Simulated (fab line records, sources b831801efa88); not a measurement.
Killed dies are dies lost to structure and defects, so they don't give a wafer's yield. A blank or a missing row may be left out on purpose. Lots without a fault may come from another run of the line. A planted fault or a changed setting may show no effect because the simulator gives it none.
fab line records | flow sky130
record lots=6 wafers=18 last_day=50
route steps=708 shown LI_CONTACT@375 LOCAL_INTERCONNECT@387 PAD_OPEN@708
lots that met no fault: from a run of the same line without faults
start_h: hours from the record's first day to the start of the lot's first wafer shown | wait_h: hours since the lot's step before | " the same as in the row above | L1.1+2: a row that stands for several wafers | - no value, or no start given | * or withheld: withheld | < > ~ a bound
route shown NAME@n: a module of which the file shows steps, and the number in the route of the first | usual: mean/standard deviation of fault-free wafers | same: alike in all rows | chamber/n: place in a boat | sites: the reading at each site | _std_site: their standard deviation | _edge_site: outer sites' mean less inner sites' | radius_mm: how far each site lies from the wafer's centre | mask NAME#n: copy n | behind: the tool/chamber that last shaped the wafer | hold: why the lot was held/for how many hours/how that ended | device: the transistor (n, p or np) that didn't switch | end of line: the same wafers' tests at the end of the route | a step without rows: its recipe alone | killed: dies lost to structure and defects at the first sort, not the wafer's yield | map: a wafer's dies, x killed, . not, _ none there
set.NAME: the setting as run; set.NAME@STEP: as run at that earlier step | model.NAME: the simulator's own value behind a step, which no gauge read
lots at some steps of the route; a table a step, a row a wafer
services: from which hour (start_h, from the record's first day; less than 0 if before it) a tool's chamber was out of use, for how many hours, and why
## steps
# step SKY_LI_CONTACT_OVL_MEAS_13
# usual LI_CONTACT_OVL=0/5.3
# columns lot.wafer tool chamber start_h wait_h LI_CONTACT_OVL[nm]
L987.1 overlay-01 - 713.13 0.1 -6
L987.2 " - " " -9
L987.5 " - " " -7
L988.1 overlay-02 - 727.74 0.1 0
L988.3 " - " " -2
L988.4 " - " " -2
L997.1 overlay-01 - 792.93 0.1 -3
L997.4 " - " " -3
L997.6 " - " " -3
L998.1 overlay-01 - 805.54 0.1 0
L998.2 " - " " -4
L998.3 " - " " -1
L100.2 overlay-01 - 819.20 0.1 0
L100.5 " - " " 3
L100.6 " - " " 6
L105.2 overlay-01 - 846.96 0.1 7
L105.3 " - " " 1
L105.4 " - " " 9
# step SKY_LI_CONTACT_ETCH_14
# recipe chemistry=N2/H2 target=BARC ion_energy_ev=200 source_w=500 bias_w=100 pressure_mtorr=30 n2_flow_sccm=100 h2_flow_sccm=200 stop_on=SiO2 time_s=45.9 target_depth_a=600
# step SKY_LI_CONTACT_ETCH_15
# recipe target=PSG chemistry=C4F8/O2/Ar stop_on=Si taper_deg=4.15 mask_material=KrF-thick source_w=1500 bias_w=1200 pressure_mtorr=40 c4f8_flow_sccm=withheld O2_flow_sccm=6 Ar_flow_sccm=300 time_s=withheld target_depth_a=6000
# usual oes_product_au=0.838/0.0051
# columns lot.wafer tool chamber start_h wait_h oes_product_au
L987.1 rie_diel-01 1 713.20 0.0 0.836
L987.2 " 2 " " 0.843
L987.5 " 2 " " 0.828
L988.1 rie_diel-01 3 727.82 0.0 0.833
L988.3 " 2 " " 0.838
L988.4 " 1 " " 0.843
L997.1 rie_diel-03 0 793.00 0.0 0.831
L997.4 " 2 " " 0.838
L997.6 " 2 " " 0.828
L998.1 rie_diel-01 1 805.62 0.0 0.836
L998.2 " 3 " " 0.843
L998.3 " 2 " " 0.845
L100.2 rie_diel-02 1 819.27 0.0 0.837
L100.5 " 0 " " 0.847
L100.6 " 3 " " 0.840
L105.2 rie_diel-02 1 847.03 0.0 0.829
L105.3 " 3 " " 0.835
L105.4 " 0 " " 0.831
# step SKY_LI_CONTACT_STRIP_16
# recipe chemistry=O2/N2 power_w=1400 pressure_mtorr=1500 platen_temp_c=withheld o2_flow_sccm=3000 n2_flow_sccm=300 overash_fraction=0.5
# usual drypump_motor_current_A=6.2/0.45 oes_product_au=0.376/0.0047 strip_time_to_endpoint_s=3.49/0.035
# columns lot.wafer tool chamber start_h wait_h drypump_motor_current_A oes_product_au rf_hours_counter_h strip_time_to_endpoint_s
L987.1 plasma_asher-02 0 713.29 - 5.5 0.375 27 3.47
L987.2 " 1 " " 5.9 0.375 27 3.49
L987.5 " 0 " " 5.5 0.375 - 3.51
L988.1 plasma_asher-04 1 727.91 - 6.3 0.369 104 3.44
L988.3 " 1 " " 6.3 0.368 - 3.43
L988.4 " 0 " " 6.5 0.368 - 3.43
L997.1 plasma_asher-02 0 793.09 - 5.5 0.380 34 3.52
L997.4 " 1 " " 6.0 0.378 - 3.57
L997.6 " 1 " " 5.9 0.380 - 3.55
L998.1 plasma_asher-04 0 805.71 - 6.5 0.378 6 3.47
L998.2 " 1 " " 6.3 0.381 6 3.50
L998.3 " 0 " " 6.5 0.370 - 3.51
L100.2 plasma_asher-02 1 819.36 - 5.9 0.368 36 3.45
L100.5 " 0 " " 5.5 0.377 - 3.47
L100.6 " 1 " " 5.9 0.372 - 3.52
L105.2 plasma_asher-03 1 847.12 - 6.8 0.370 104 3.40
L105.3 " 1 " " 6.8 0.370 - 3.46
L105.4 " 0 " " 5.9 0.381 - 3.49
# step SKY_LI_CONTACT_CLEAN_17
# recipe chemistry=NMP time_s=600 temp_c=60 dry=n2_spin
# step SKY_LI_CONTACT_PRE_CLEAN_18
# recipe gas=Ar time_s=5.6 bias_v=358
# step SKY_LI_CONTACT_SPUTTER_19
# recipe material=Ti target_thk_nm=20 chamber_pressure_pa=5 power_w=2500 substrate_temp_c=200 time_s=106.37
# step SKY_LI_CONTACT_SPUTTER_20
# recipe material=TiN target_thk_nm=20 chamber_pressure_pa=5 power_w=4000 time_s=80
# usual throttle_valve_pct=30.0/0.96
# columns lot.wafer tool chamber start_h wait_h throttle_valve_pct
L987.1 pvd_sputter-04 - 713.66 0.0 30.7
L987.2 " - " " 29.5
L987.5 " - " " 29.8
L988.1 pvd_sputter-01 - 728.28 0.0 28.4
L988.3 " - " " 30.0
L988.4 " - " " 30.1
L997.1 pvd_sputter-01 - 793.48 0.0 29.9
L997.4 " - " " 29.9
L997.6 " - " " 30.7
L998.1 pvd_sputter-01 - 806.08 0.0 30.0
L998.2 " - " " 28.4
L998.3 " - " " 30.0
L100.2 pvd_sputter-01 - 819.73 0.0 28.4
L100.5 " - " " 30.1
L100.6 " - " " 30.2
L105.2 pvd_sputter-04 - 847.50 0.0 31.4
L105.3 " - " " 29.4
L105.4 " - " " 30.9
# step SKY_LI_CONTACT_CVD_21
# recipe material=W target_thk_nm=400 time_s=120.56 temp_c=400 pressure_torr=40
# usual heater_power_w=819/60
# columns lot.wafer tool chamber start_h wait_h heater_power_w
L987.1 cvd_w-02 1 713.72 0.0 769
L987.2 " 0 " " 875
L987.5 " 0 " " 881
L988.1 cvd_w-01 1 728.34 0.0 896
L988.3 " 1 " " 879
L988.4 " 0 " " 777
L997.1 cvd_w-01 0 793.54 0.0 751
L997.4 " 0 " " 762
L997.6 " 1 " " 891
L998.1 cvd_w-01 0 806.14 0.0 763
L998.2 " 1 " " 894
L998.3 " 0 " " 743
L100.2 cvd_w-02 0 819.79 0.0 865
L100.5 " 0 " " 872
L100.6 " 1 " " 790
L105.2 cvd_w-02 0 847.57 0.0 863
L105.3 " 1 " " 791
L105.4 " 0 " " 863
# step SKY_LI_CONTACT_RS_MEAS_22
# recipe thk_meas_gauge=four-point-probe reads=W_of_LI_CONTACT_CVD_21+TiN_of_LI_CONTACT_SPUTTER_20+Ti_of_LI_CONTACT_SPUTTER_19
# usual LI_CONTACT_W_RS=0.287/0.0032
# columns lot.wafer tool chamber start_h wait_h LI_CONTACT_W_RS[ohm/sq]
L987.1 film_metro-03 - 713.85 0.1 0.286
L987.2 " - " " 0.291
L987.5 " - " " 0.288
L988.1 film_metro-01 - 728.46 0.1 0.292
L988.3 " - " " 0.291
L988.4 " - " " 0.291
L997.1 film_metro-02 - 793.66 0.1 0.286
L997.4 " - " " 0.286
L997.6 " - " " 0.285
L998.1 film_metro-02 - 806.26 0.1 0.289
L998.2 " - " " 0.287
L998.3 " - " " 0.287
L100.2 film_metro-01 - 819.93 0.1 0.292
L100.5 " - " " 0.292
L100.6 " - " " 0.285
L105.2 film_metro-01 - 847.71 0.1 0.294
L105.3 " - " " 0.285
L105.4 " - " " 0.291
# step SKY_LI_CONTACT_THK_MEAS_23
# recipe thk_meas_gauge=xrf reads=W_of_LI_CONTACT_CVD_21
# usual LI_CONTACT_W_THK=409/8.3
# columns lot.wafer tool chamber start_h wait_h LI_CONTACT_W_THK[nm]
L987.1 film_metro-03 - 713.97 0.1 420
L987.2 " - " " 409
L987.5 " - " " 417
L988.1 film_metro-01 - 728.58 0.1 397
L988.3 " - " " 397
L988.4 " - " " 395
L997.1 film_metro-02 - 793.78 0.1 414
L997.4 " - " " 413
L997.6 " - " " 414
L998.1 film_metro-02 - 806.38 0.1 411
L998.2 " - " " 416
L998.3 " - " " 412
L100.2 film_metro-01 - 820.04 0.1 395
L100.5 " - " " 390
L100.6 " - " " 403
L105.2 film_metro-01 - 847.82 0.1 392
L105.3 " - " " 407
L105.4 " - " " 400
# step SKY_LI_CONTACT_CMP_24
# recipe stop_on=PSG t_overpolish_s=20 down_force_psi=3.5 platen_rpm=60 target_thk_nm=0 pad_velocity_m_s=0.94248
# usual motor_current_A=10.6/0.73 overpolish_run_s=20.000/0.0089 time_to_endpoint_s=96/3.6
# same t_overpolish_s=20
# columns lot.wafer tool chamber start_h wait_h motor_current_A overpolish_run_s time_to_endpoint_s
L987.2 cmp-01 1 714.03 0.0 11.1 19.995 98
L987.1 " 3 " " 11.6 19.994 101
L987.5 " 1 " " 11.0 19.984 99
L988.4 cmp-01 0 730.75 2.1 10.4 20.012 96
L988.3 " 2 " " 10.2 20.002 91
L988.1 " 3 " " 11.7 19.984 96
L997.4 cmp-01 1 793.94 0.1 10.7 20.004 97
L997.1 " 2 " " 9.9 19.999 90
L997.6 " 3 " " 11.2 19.982 96
L998.2 cmp-02 1 806.44 0.0 10.4 19.997 93
L998.3 " 2 " " 10.0 19.996 93
L998.1 " 0 " " 9.3 20.003 92
L100.2 cmp-01 3 820.24 0.2 11.9 19.991 96
L100.6 " 0 " " 10.6 20.000 91
L100.5 " 1 " " 10.6 20.019 99
L105.3 cmp-01 2 848.28 0.4 10.4 20.000 93
L105.2 " 3 " " 11.8 20.006 94
L105.4 " 0 " " 10.7 20.012 93
# step SKY_LOCAL_INTERCONNECT_SPUTTER_00
# recipe material=TiN target_thk_nm=100 temp_c=300 power_w=6500 time_s=83.3 chamber_pressure_pa=0.4
# usual throttle_valve_pct=30.1/0.81
# columns lot.wafer tool chamber start_h wait_h throttle_valve_pct model.TiN_of_LOCAL_INTERCONNECT_SPUTTER_00.thk_nm
L987.1 pvd_sputter-02 - 714.33 0.1 30.8 100.6
L987.2 " - " " 30.1 100.4
L987.5 " - " " 28.3 100.4
L988.1 pvd_sputter-03 - 731.05 0.1 29.6 98
L988.3 " - " " 30.4 98.57
L988.4 " - " " 30.1 99.91
L997.1 pvd_sputter-02 - 794.14 0.1 28.2 100.8
L997.4 " - " " 30.2 100.1
L997.6 " - " " 30.6 97.91
L998.1 pvd_sputter-02 - 806.74 0.1 29.9 99.19
L998.2 " - " " 29.8 96.74
L998.3 " - " " 28.1 99.84
L100.2 pvd_sputter-04 - 820.39 0.1 29.3 100.1
L100.5 " - " " 30.9 99.25
L100.6 " - " " 29.3 100.3
L105.2 pvd_sputter-03 - 848.58 0.2 29.3 99.86
L105.3 " - " " 30.4 98.87
L105.4 " - " " 29.5 98.82
# step SKY_LOCAL_INTERCONNECT_RS_MEAS_01
# recipe thk_meas_gauge=four-point-probe reads=TiN_of_LOCAL_INTERCONNECT_SPUTTER_00
# usual LOCAL_INTERCONNECT_TIN_RS=14.22/0.15
# columns lot.wafer tool chamber start_h wait_h LOCAL_INTERCONNECT_TIN_RS[ohm/sq]
L987.1 film_metro-01 - 714.39 0.0 14.09
L987.2 " - " " 14.10
L987.5 " - " " 14.11
L988.1 film_metro-02 - 731.12 0.0 14.43
L988.3 " - " " 14.32
L988.4 " - " " 14.15
L997.1 film_metro-02 - 794.21 0.0 14.02
L997.4 " - " " 14.13
L997.6 " - " " 14.45
L998.1 film_metro-01 - 806.81 0.0 14.29
L998.2 " - " " 14.66
L998.3 " - " " 14.17
L100.2 film_metro-01 - 820.48 0.1 14.15
L100.5 " - " " 14.31
L100.6 " - " " 14.10
L105.2 film_metro-01 - 848.67 0.1 14.18
L105.3 " - " " 14.37
L105.4 " - " " 14.35
# step SKY_LOCAL_INTERCONNECT_THK_MEAS_02
# recipe thk_meas_gauge=xrf reads=TiN_of_LOCAL_INTERCONNECT_SPUTTER_00
# usual LOCAL_INTERCONNECT_TIN_THK=99.8/1.2
# columns lot.wafer tool chamber start_h wait_h LOCAL_INTERCONNECT_TIN_THK[nm]
L987.1 film_metro-01 - 714.51 0.1 101.3
L987.2 " - " " 101.4
L987.5 " - " " 101.1
L988.1 film_metro-02 - 731.24 0.1 97.8
L988.3 " - " " 98.6
L988.4 " - " " 99.6
L997.1 film_metro-02 - 794.33 0.1 100.4
L997.4 " - " " 99.6
L997.6 " - " " 97.4
L998.1 film_metro-01 - 806.93 0.1 100.4
L998.2 " - " " 97.8
L998.3 " - " " 101.2
L100.2 film_metro-01 - 820.59 0.1 100.9
L100.5 " - " " 99.7
L100.6 " - " " 101.0
L105.2 film_metro-01 - 848.78 0.1 101.2
L105.3 " - " " 99.6
L105.4 " - " " 100.0
# step SKY_LOCAL_INTERCONNECT_DEHYDRATE_03
# recipe temp_c=200 time_s=60
# step SKY_LOCAL_INTERCONNECT_HMDS_04
# recipe prime_time_s=60 prime_temp_c=120
# step SKY_LOCAL_INTERCONNECT_COAT_05
# recipe resist=BARC temp_c=withheld time_s=withheld spin_rpm=3000 resist_thk_nm=60
# step SKY_LOCAL_INTERCONNECT_COAT_06
# recipe resist=KrF-thick spin_rpm=3000 resist_thk_nm=450
# step SKY_LOCAL_INTERCONNECT_SOFTBAKE_07
# recipe temp_c=100 time_s=90 resist=KrF-thick
# step SKY_LOCAL_INTERCONNECT_EXPOSE_08
# recipe mask_id=LI1M na=0.8 source_shape=annular sigma_inner=0.55 sigma_outer=0.85 target_cd_nm=170 dose_mj=28
# step SKY_LOCAL_INTERCONNECT_PEB_09
# recipe peb_temp_c=withheld peb_time_s=withheld resist=KrF-thick
# step SKY_LOCAL_INTERCONNECT_DEVELOP_10
# recipe develop_time_s=60 resist=KrF-thick dev_temp_c=21
# step SKY_LOCAL_INTERCONNECT_CD_MEAS_11
# recipe target_cd_nm=170
# usual cd_nm=170.3/1.5
# columns lot.wafer tool chamber start_h wait_h cd_nm
L987.1 cd_sem-01 - 741.56 - 170.5
L987.2 " - " " 168.6
L987.5 " - " " 168.6
L988.1 cd_sem-02 - 759.32 - 168.2
L988.3 " - " " 167.7
L988.4 " - " " 169.5
L997.1 cd_sem-02 - 821.73 - 170.4
L997.4 " - " " 171.9
L997.6 " - " " 170.2
L998.1 cd_sem-02 - 834.18 - 170.6
L998.2 " - " " 170.9
L998.3 " - " " 170.2
L100.2 cd_sem-01 - 847.49 - 169.9
L100.5 " - " " 169.5
L100.6 " - " " 169.1
L105.2 cd_sem-01 - 875.09 - 170.9
L105.3 " - " " 171.8
L105.4 " - " " 171.2
# step SKY_LOCAL_INTERCONNECT_OVL_MEAS_12
# usual LOCAL_INTERCONNECT_OVL=-2/4.9
# columns lot.wafer tool chamber start_h wait_h LOCAL_INTERCONNECT_OVL[nm]
L987.1 overlay-02 - 741.68 0.1 -6
L987.2 " - " " -10
L987.5 " - " " 1
L988.1 overlay-01 - 759.44 0.1 -10
L988.3 " - " " -7
L988.4 " - " " -2
L997.1 overlay-01 - 821.85 0.1 2
L997.4 " - " " 4
L997.6 " - " " 2
L998.1 overlay-02 - 834.30 0.1 8
L998.2 " - " " 5
L998.3 " - " " 5
L100.2 overlay-01 - 847.60 0.1 3
L100.5 " - " " 4
L100.6 " - " " 2
L105.2 overlay-01 - 875.20 0.1 -4
L105.3 " - " " -8
L105.4 " - " " -6
# step SKY_LOCAL_INTERCONNECT_ETCH_13
# recipe chemistry=N2/H2 target=BARC ion_energy_ev=200 bias_w=100 pressure_mtorr=30 n2_flow_sccm=100 h2_flow_sccm=200 icp_w=500 stop_on=SiO2 time_s=45.9 target_depth_a=600
# step SKY_LOCAL_INTERCONNECT_METAL_ETCH_14
# recipe target_depth_nm=110 stop_on=PSG chemistry=Cl2/BCl3 target=TiN resist_sidewall_deg=88 pressure_mtorr=10 icp_w=900 bias_w=48.5 Cl2_flow_sccm=60 bcl3_flow_sccm=30 time_s=31.4
# usual drypump_motor_current_A=5.5/0.51 oes_product_au=0.937/0.007 throttle_valve_pct=21.902/0.0094
# columns lot.wafer tool chamber start_h wait_h drypump_motor_current_A oes_product_au rf_hours_counter_h throttle_valve_pct model.LOCAL_INTERCONNECT.feature_depth_nm model.etch.depth_nm
L987.1 rie_metal-04 1 741.78 0.0 5.8 0.942 13 21.903 100.6 100.6
L987.2 " 0 " " 5.2 0.941 13 21.888 100.4 100.4
L987.5 " 1 " " 5.8 0.947 - 21.904 100.4 100.4
L988.1 rie_metal-01 0 759.54 0.0 6.3 0.925 5 21.905 98 98
L988.3 " 0 " " 6.3 0.928 - 21.905 98.57 98.57
L988.4 " 1 " " 4.7 0.940 - 21.898 99.91 99.91
L997.1 rie_metal-01 0 821.95 0.0 6.3 0.947 7 21.886 100.8 100.8
L997.4 " 1 " " 4.7 0.951 - 21.900 100.1 100.1
L997.6 " 0 " " 6.3 0.928 - 21.912 97.91 97.91
L998.1 rie_metal-04 1 834.40 0.0 5.8 0.937 16 21.889 99.19 99.19
L998.2 " 0 " " 5.2 0.926 0 21.921 96.74 96.74
L998.3 " 1 " " 5.8 0.937 - 21.899 99.84 99.84
L100.2 rie_metal-01 0 847.69 0.0 6.3 0.942 7 21.903 100.1 100.1
L100.5 " 1 " " 4.7 0.924 - 21.899 99.25 99.25
L100.6 " 0 " " 6.3 0.940 - 21.897 100.3 100.3
L105.2 rie_metal-02 0 875.29 0.0 4.9 0.932 18 21.885 99.86 99.86
L105.3 " 0 " " 4.9 0.942 - 21.905 98.87 98.87
L105.4 " 1 " " 6.1 0.935 - 21.897 98.82 98.82
# step SKY_LOCAL_INTERCONNECT_STRIP_15
# recipe chemistry=O2/N2 power_w=1400 pressure_mtorr=1500 platen_temp_c=withheld o2_flow_sccm=3000 n2_flow_sccm=300 overash_fraction=0.5
# step SKY_LOCAL_INTERCONNECT_STRIP_16
# recipe chemistry=post_etch_residue_remover time_s=1200 temp_c=72.5
# columns lot.wafer tool chamber start_h wait_h model.TiN_of_LOCAL_INTERCONNECT_SPUTTER_00.thk_nm
L987.1 wet_bench-01 1 741.93 0.1 100.1
L987.2+5 " 1 " " 100
L988.1 wet_bench-01 2 759.69 0.1 97.57
L988.3 " 2 " " 98.14
L988.4 " 2 " " 99.48
L997.1 wet_bench-03 2 822.10 0.1 100.4
L997.4 " 2 " " 99.71
L997.6 " 2 " " 97.49
L998.1 wet_bench-04 1 834.55 0.1 98.77
L998.2 " 1 " " 96.31
L998.3 " 1 " " 99.42
L100.2 wet_bench-03 3 847.84 0.1 99.7
L100.5 " 3 " " 98.83
L100.6 " 3 " " 99.88
L105.2 wet_bench-03 3 875.44 0.1 99.43
L105.3 " 3 " " 98.45
L105.4 " 3 " " 98.4
# step SKY_LOCAL_INTERCONNECT_CLEAN_17
# recipe chemistry=IPA time_s=180 temp_c=25
# step SKY_PAD_OPEN_PROBE_99
# usual killed_at_M0_to_M3=43/6.4 killed_at_M4_up=3.2/1.8 killed_at_contacts=25/5.5 killed_at_front_end=16/5.2 killed_at_other=0.3/0.49 killed_dies=88/10 killed_open=48/7 killed_short=40/7.1
# same gross_dies=492 killed_at_back_side=0
# columns lot.wafer tool chamber start_h wait_h killed_at_M0_to_M3 killed_at_M4_up killed_at_contacts killed_at_front_end killed_at_other killed_dies killed_open killed_short model.etest.res_li.line_ohm_um model.etest.res_li.rs_ohm_sq
L987.1 prober-02 - 1104.20 0.1 49 4 29 17 1 100 52 48 75.16 12.67
L987.2 prober-02 - 1104.25 0.1 40 4 26 14 0 84 37 47 75.3 12.69
L987.5 prober-02 - 1104.40 0.2 49 1 24 17 0 91 44 47 75.9 12.59
L988.1 prober-02 - 1115.55 0.1 37 5 19 10 2 73 40 33 77.12 12.99
L988.3 prober-02 - 1115.65 0.2 39 2 27 13 0 81 51 30 77.28 12.86
L988.4 prober-02 - 1115.70 0.2 44 1 20 9 0 74 40 34 74.44 12.7
L997.1 prober-02 - 1161.90 0.1 44 0 19 7 1 71 39 32 74.54 12.63
L997.4 prober-02 - 1162.05 0.2 42 2 29 13 1 87 57 30 73.55 12.69
L997.6 prober-02 - 1162.15 0.2 39 2 20 26 0 87 45 42 76.43 13.03
L998.1 prober-01 - 1171.64 0.1 48 3 22 10 0 83 48 35 76.55 12.84
L998.2 prober-01 - 1171.69 0.1 42 0 27 14 0 83 43 40 76.8 13.13
L998.3 prober-01 - 1171.74 0.2 44 2 25 22 0 93 62 31 75.37 12.73
L100.2 prober-02 - 1178.90 0.1 40 3 17 18 2 80 44 36 74.94 12.66
L100.5 prober-02 - 1179.05 0.2 32 2 28 8 1 71 37 34 75.27 12.79
L100.6 prober-02 - 1179.10 0.2 36 2 21 6 1 66 38 28 75.58 12.63
L105.2 prober-01 - 1198.50 0.1 51 4 23 10 0 88 46 42 74.4 12.77
L105.3 prober-01 - 1198.55 0.2 59 1 17 18 0 95 49 46 75.55 12.87
L105.4 prober-01 - 1198.60 0.2 40 3 31 12 0 86 44 42 75.92 12.81
# killed by level:class
L987.1 CONTACT:geometric_particle:open=11 METAL1:geometric_particle:short=10 VIA1:geometric_particle:open=9 CONTACT:geometric_particle:short=7 VIA3:geometric_particle:open=7 FIELD_ISO:geometric_particle:short=6 VIA1:geometric_particle:short=6 METAL2:geometric_particle:short=6
L987.2 LOCAL_INTERCONNECT:geometric_particle:short=9 VIA1:geometric_particle:open=8 CONTACT:geometric_particle:open=8 METAL1:geometric_particle:short=6 METAL2:geometric_particle:short=6 VIA3:geometric_particle:open=6 POLY_GATE:geometric_particle:short=5 VIA1:geometric_particle:short=4
L987.5 VIA1:geometric_particle:open=14 LOCAL_INTERCONNECT:geometric_particle:short=8 METAL2:geometric_particle:short=7 LI_CONTACT:geometric_particle:open=6 VIA1:geometric_particle:short=6 VIA3:geometric_particle:open=5 CONTACT:geometric_particle:open=5 METAL1:geometric_particle:short=5
L988.1 VIA1:geometric_particle:open=9 CONTACT:geometric_particle:open=8 METAL1:geometric_particle:short=7 CONTACT:geometric_particle:short=5 LI_CONTACT:geometric_particle:open=4 VIA3:geometric_particle:open=4 VIA1:geometric_particle:short=4 METAL2:geometric_particle:short=4
L988.3 VIA1:geometric_particle:open=14 LI_CONTACT:geometric_particle:open=11 VIA3:geometric_particle:open=8 CONTACT:geometric_particle:open=8 FIELD_ISO:geometric_particle:open=4 POLY_GATE:geometric_particle:short=4 VIA3:geometric_particle:short=4 LOCAL_INTERCONNECT:geometric_particle:short=4
L988.4 VIA1:geometric_particle:open=10 VIA3:geometric_particle:short=8 LI_CONTACT:geometric_particle:open=5 LOCAL_INTERCONNECT:geometric_particle:open=5 VIA1:geometric_particle:short=5 VIA2:geometric_particle:open=5 VIA3:geometric_particle:open=5 FIELD_ISO:geometric_particle:short=3
L997.1 VIA1:geometric_particle:open=8 VIA2:geometric_particle:open=7 METAL2:geometric_particle:short=5 LI_CONTACT:geometric_particle:open=5 VIA1:geometric_particle:short=5 METAL1:geometric_particle:short=4 CONTACT:geometric_particle:short=4 CONTACT:geometric_particle:open=4
L997.4 CONTACT:geometric_particle:open=15 VIA1:geometric_particle:open=12 METAL1:geometric_particle:short=7 VIA3:geometric_particle:open=5 LI_CONTACT:geometric_particle:open=5 VIA2:geometric_particle:open=5 CONTACT:geometric_particle:short=5 VIA1:geometric_particle:short=4
L997.6 CONTACT:geometric_particle:open=11 POLY_GATE:geometric_particle:short=9 METAL2:geometric_particle:short=8 VIA1:geometric_particle:open=7 VIA2:geometric_particle:open=6 POLY_GATE:geometric_particle:open=5 LI_CONTACT:geometric_particle:open=5 VIA1:geometric_particle:short=5
L998.1 VIA1:geometric_particle:open=12 CONTACT:geometric_particle:open=10 VIA2:geometric_particle:open=8 CONTACT:geometric_particle:short=5 METAL1:geometric_particle:short=5 VIA1:geometric_particle:short=5 METAL2:geometric_particle:short=5 FIELD_ISO:geometric_particle:open=4
L998.2 CONTACT:geometric_particle:open=10 VIA1:geometric_particle:open=10 VIA1:geometric_particle:short=6 LI_CONTACT:geometric_particle:open=6 CONTACT:geometric_particle:short=5 METAL1:geometric_particle:short=5 FIELD_ISO:geometric_particle:short=4 FIELD_ISO:geometric_particle:open=4
L998.3 CONTACT:geometric_particle:open=10 VIA2:geometric_particle:open=10 VIA1:geometric_particle:open=9 LI_CONTACT:geometric_particle:open=8 VIA3:geometric_particle:open=8 FIELD_ISO:geometric_particle:open=5 POLY_GATE:geometric_particle:open=4 VIA3:geometric_particle:short=4
L100.2 VIA1:geometric_particle:open=11 FIELD_ISO:geometric_particle:short=6 VIA2:geometric_particle:open=6 CONTACT:geometric_particle:open=5 CONTACT:geometric_particle:short=5 VIA2:geometric_particle:short=5 FIELD_ISO:geometric_particle:open=4 LI_CONTACT:geometric_particle:open=4
L100.5 CONTACT:geometric_particle:open=12 LI_CONTACT:geometric_particle:open=7 METAL2:geometric_particle:short=6 VIA3:geometric_particle:open=5 CONTACT:geometric_particle:short=4 METAL1:geometric_particle:short=4 VIA1:geometric_particle:open=4 METAL3:geometric_particle:short=4
L100.6 CONTACT:geometric_particle:open=12 VIA3:geometric_particle:open=8 VIA1:geometric_particle:open=7 CONTACT:geometric_particle:short=5 METAL3:geometric_particle:short=5 VIA2:geometric_particle:short=5 METAL1:geometric_particle:short=4 LI_CONTACT:geometric_particle:open=3
L105.2 CONTACT:geometric_particle:open=12 METAL1:geometric_particle:short=11 VIA1:geometric_particle:open=10 VIA2:geometric_particle:open=8 LI_CONTACT:geometric_particle:open=6 VIA1:geometric_particle:short=6 VIA2:geometric_particle:short=6 POLY_GATE:geometric_particle:short=4
L105.3 VIA1:geometric_particle:open=12 VIA2:geometric_particle:open=10 METAL1:geometric_particle:short=8 LI_CONTACT:geometric_particle:open=7 METAL2:geometric_particle:short=7 FIELD_ISO:geometric_particle:short=5 VIA2:geometric_particle:short=5 FIELD_ISO:geometric_particle:open=4
L105.4 VIA1:geometric_particle:open=11 CONTACT:geometric_particle:open=10 METAL2:geometric_particle:short=7 LI_CONTACT:geometric_particle:short=6 VIA3:geometric_particle:open=6 LOCAL_INTERCONNECT:geometric_particle:short=5 CONTACT:geometric_particle:short=5 METAL1:geometric_particle:short=5
## services
# columns tool chamber start_h hours kind
pvd_sputter-01 - 708.48 3.5 repair
pvd_sputter-02 - 717.52 1.2 repair
plasma_asher-02 - 719.50 9.1 repair
cmp-01 - 726.09 2.9 repair
pvd_sputter-04 - 736.03 3.5 repair
cvd_w-02 - 748.92 1.3 repair
cmp-01 - 750.41 0.6 repair
cmp-01 - 754.43 0.5 repair
plasma_asher-02 - 757.06 1.5 repair
cmp-01 - 760.50 2.1 repair
cvd_w-01 1 762.57 9.7 repair
cvd_w-02 1 766.07 10.8 repair
pvd_sputter-02 - 771.87 1.2 repair
rie_metal-01 0 780.73 1.4 repair
pvd_sputter-01 - 782.79 2.8 repair
plasma_asher-02 - 794.34 0.8 repair
plasma_asher-02 - 796.38 4.3 pm
cmp-01 - 798.78 2.6 repair
cvd_w-01 - 799.18 0.8 repair
rie_metal-01 - 801.94 1.0 repair
cvd_w-01 1 812.49 4.5 repair
cmp-01 - 831.87 7.3 repair
cmp-01 - 845.76 2.5 pm
cmp-01 - 874.61 2.9 repair
## key
first_sign none at tools or gauges
model_effect step=SKY_LOCAL_INTERCONNECT_SPUTTER_00 value=TiN_of_LOCAL_INTERCONNECT_SPUTTER_00.thk_nm without=99.28 struck=97.33
model_effect step=SKY_LOCAL_INTERCONNECT_METAL_ETCH_14 value=LOCAL_INTERCONNECT.feature_depth_nm without=99.28 struck=97.33
model_effect step=SKY_LOCAL_INTERCONNECT_STRIP_16 value=TiN_of_LOCAL_INTERCONNECT_SPUTTER_00.thk_nm without=98.86 struck=96.9
model_effect step=SKY_PAD_OPEN_PROBE_99 value=etest.res_li.line_ohm_um without=75.11 struck=76.61
met_at SKY_LOCAL_INTERCONNECT_SPUTTER_00
struck_wafers L997.6,L998.2
tester_left_out L997,L998
onset_between 714.33 794.14
fault kind=process_parameter_drift tool=pvd_sputter-02 chamber=- onset_h=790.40 steps=SKY_LOCAL_INTERCONNECT_SPUTTER_00 channel=target_thk_nm offset=-1.9562 shape=step end_h=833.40 scope=struck_wafers_only acts_in=these_recipes_only stated=100
# tester_left_out: of these lots the tester's yield and bins aren't shown, on N5 and GAA mostly nor the transistor test; their killed dies are dies lost to structure and defects alone, not to doping, threshold or leakage, so they don't give the yield
